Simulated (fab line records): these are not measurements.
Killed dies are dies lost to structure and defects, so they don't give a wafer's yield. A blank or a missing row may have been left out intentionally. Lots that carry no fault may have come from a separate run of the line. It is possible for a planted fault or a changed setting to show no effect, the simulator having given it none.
Check for tools in common	flow sky130	Lots sampled 12, wafers sampled 36

== REASON FOR OPENING ==
At SKY_PAD_OPEN_BOW_MEAS_13 the reading PAD_OPEN_BOW is flagged on 3 of 12 lots. No-fault wafers: 48 um, standard deviation 9.4.
Rule: a lot gets a flag if all its wafers with a number sit over 4 standard deviations from that mean, or if no wafer of it has a number. The other lots count as sound.

lot	measured	on	PAD_OPEN_BOW (um), wafer by wafer	flag
L128	day 45 21:04	film metro-02	45 48 39	
L129	day 45 23:35	film metro-01	60 56 47	
L130	day 46 07:18	film metro-02	46 60 63	
L131	day 46 16:23	film metro-01	52 44 53	
L132	day 46 22:52	film metro-02	44 51 48	
L135	day 47 20:47	film metro-02	43 56 62	
L137	day 48 03:58	film metro-04	110 126 120	FLAGGED
L136	day 48 08:21	film metro-02	105 111 110	FLAGGED
L138	day 48 10:26	film metro-04	101 97 103	FLAGGED
L142	day 49 12:16	film metro-02	49 55 50	
L146	day 50 04:31	film metro-01	65 56 51	
L150	day 51 07:55	film metro-04	32 52 38	
The mean of the flagged lots' numbers is 109 um, +61 um from the usual (+7 standard deviations).

== WHICH TOOL EACH LOT WENT THROUGH ==
Before the reading, the record contains 2 process steps out of a 708-step route. Every cell lists first the tool, next ch and the chambers used by the sampled wafers, and last the start.
lot	flag	SKY_METAL5_SPUTTER_00	SKY_PAD_OPEN_ANNEAL_12
L128		pvd sputter-01, day 42 23:52	furnace-01 ch 0, day 45 19:34
L129		pvd sputter-02, day 43 02:51	furnace-02 ch 0, day 45 22:04
L130		pvd sputter-02, day 43 10:37	furnace-01 ch 0, day 46 05:47
L131		pvd sputter-04, day 43 21:10	furnace-02 ch 0, day 46 14:52
L132		pvd sputter-04, day 44 02:28	furnace-01 ch 0, day 46 21:22
L135		pvd sputter-04, day 45 04:04	furnace-01 ch 0, day 47 19:17
L137	FLAGGED	pvd sputter-01, day 45 11:35	furnace-02, day 48 02:28
L136	FLAGGED	pvd sputter-02, day 45 17:35	furnace-01, day 48 06:50
L138	FLAGGED	pvd sputter-02, day 45 19:02	furnace-02, day 48 08:56
L142		pvd sputter-04, day 46 23:47	furnace-02 ch 0, day 49 10:46
L146		pvd sputter-02, day 47 18:25	furnace-02 ch 0, day 50 03:01
L150		pvd sputter-04, day 49 03:46	furnace-01 ch 0, day 51 06:25
What these steps do:
- SKY_METAL5_SPUTTER_00: material Ti, target thk 15 nm, time 10 s.
- SKY_PAD_OPEN_ANNEAL_12
- SKY_PAD_OPEN_BOW_MEAS_13

== FLAGGED AGAINST TOTAL, ONE TOOL AT A TIME (gauges that did the reading follow at the end) ==
step	tool	lots run	flagged	share of the flagged lots	sound lots run after its first flagged lot
SKY_METAL5_SPUTTER_00	pvd sputter-01	2	1	some	0
SKY_METAL5_SPUTTER_00	pvd sputter-02	5	2	some	1 (L146)
SKY_METAL5_SPUTTER_00	pvd sputter-04	5	0	none	-
SKY_PAD_OPEN_ANNEAL_12	furnace-01	6	1	some	1 (L150)
SKY_PAD_OPEN_ANNEAL_12	furnace-02	6	2	some	2 (L142,L146)
SKY_PAD_OPEN_BOW_MEAS_13	film metro-01	3	0	none	-
SKY_PAD_OPEN_BOW_MEAS_13	film metro-02	6	1	some	1 (L142)
SKY_PAD_OPEN_BOW_MEAS_13	film metro-04	3	2	some	1 (L150)

== WHAT IS ALLOWED BY THE TABLE ==
No row of the table ran every flagged lot.

== WHAT THE SIMULATOR HAD PUT IN ==
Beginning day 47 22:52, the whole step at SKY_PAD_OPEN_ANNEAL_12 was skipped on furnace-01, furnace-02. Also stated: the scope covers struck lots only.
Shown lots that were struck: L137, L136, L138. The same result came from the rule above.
